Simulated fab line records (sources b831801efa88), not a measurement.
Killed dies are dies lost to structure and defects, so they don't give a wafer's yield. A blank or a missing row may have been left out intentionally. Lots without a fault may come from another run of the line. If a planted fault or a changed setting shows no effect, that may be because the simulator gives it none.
Struck lot and sound lot, side by side / flow gf180mcu / 14 out of 602 route steps
Sound: the wafers L423.2, L423.3, L423.4. The struck wafers were L425.3, L425.4, L425.6. Last of all comes the cause.
For every step that has rows: the tool of each side, followed by ch and its chambers, followed by its first start. Under that, the readings that differ: sound wafers / struck wafers / difference of the means / sigmas: that difference in standard deviations of wafers without a fault.
alike: readings with means less than 2 such deviations apart, plus words and numbers identical on both sides. not compared: withheld readings, readings lacking a value on some wafer, bounds such as >300 that could conceal the same value, and numbers that have no deviation in the record and whose values overlap.
The two part at a step that has a row with sigmas, a row that says differs or no value, or rows on one side only. When numbers do not overlap yet have no deviation, they are printed without sigmas and do not part them. A reading that every wafer of one side lacks parts them only if that side has two wafers or more.

first, 1 step without rows for these wafers: GF_CONTACT_CVD_00 (deposits SiO2, target thk 300 nm, time 50 s).
GF_CONTACT_THK_MEAS_01:
  sound on film_metro-04, day 16 14:45; struck on film_metro-01, day 17 20:16
  alike: CONTACT_CVD_00_THK
GF_CONTACT_CVD_02: deposits SiO2 from TEOS, target thk 860 nm, time 95.992 s.
  sound on pecvd-01 ch 1,2, day 16 14:48; struck on pecvd-01 ch 0,2, day 17 20:19
  alike: heater_power_w
GF_CONTACT_THK_MEAS_03:
  sound on film_metro-01, day 16 14:53; struck on film_metro-02, day 17 20:26
reading=CONTACT_CVD_02_THK (nm); sound=848 842 869; struck=866 875 887; difference=+23; sigmas=+2
GF_CONTACT_CMP_04: polishes SiO2.
  sound on cmp-01 ch 0,1,3, day 16 15:05; struck on cmp-01 ch 0,3, day 17 20:31
  alike: motor_current_A, time_to_endpoint_s
GF_CONTACT_BOW_MEAS_05:
  sound on film_metro-01, day 16 15:24; struck on film_metro-01, day 17 20:49
  alike: CONTACT_BOW
then, 6 steps without rows for these wafers: GF_CONTACT_DEHYDRATE_06 (time 60 s); GF_CONTACT_HMDS_07 (prime time 60 s); GF_CONTACT_COAT_08; GF_CONTACT_COAT_09 (resist thk 1000 nm); GF_CONTACT_SOFTBAKE_10 (time 60 s); GF_CONTACT_EXPOSE_11 (exposes mask Contact, target cd 220 nm).
GF_CONTACT_PEB_12: peb time 90 s.
  struck on litho_track-02, day 18 19:45; sound on litho_track-04 ch 0, day 17 14:38
  no value came back on the struck wafers for chill_plate_temp_C (C), exhaust_pa (Pa); on the sound wafers chill_plate_temp_C (C) reads 23.02 22.98 22.84
then, 1 step without rows for these wafers: GF_CONTACT_DEVELOP_13 (develop time 60 s).

## WHERE THEY PART
Last at GF_CONTACT_PEB_12 as far as this record goes, first at GF_CONTACT_THK_MEAS_03.

WHY: the cause the simulator had injected
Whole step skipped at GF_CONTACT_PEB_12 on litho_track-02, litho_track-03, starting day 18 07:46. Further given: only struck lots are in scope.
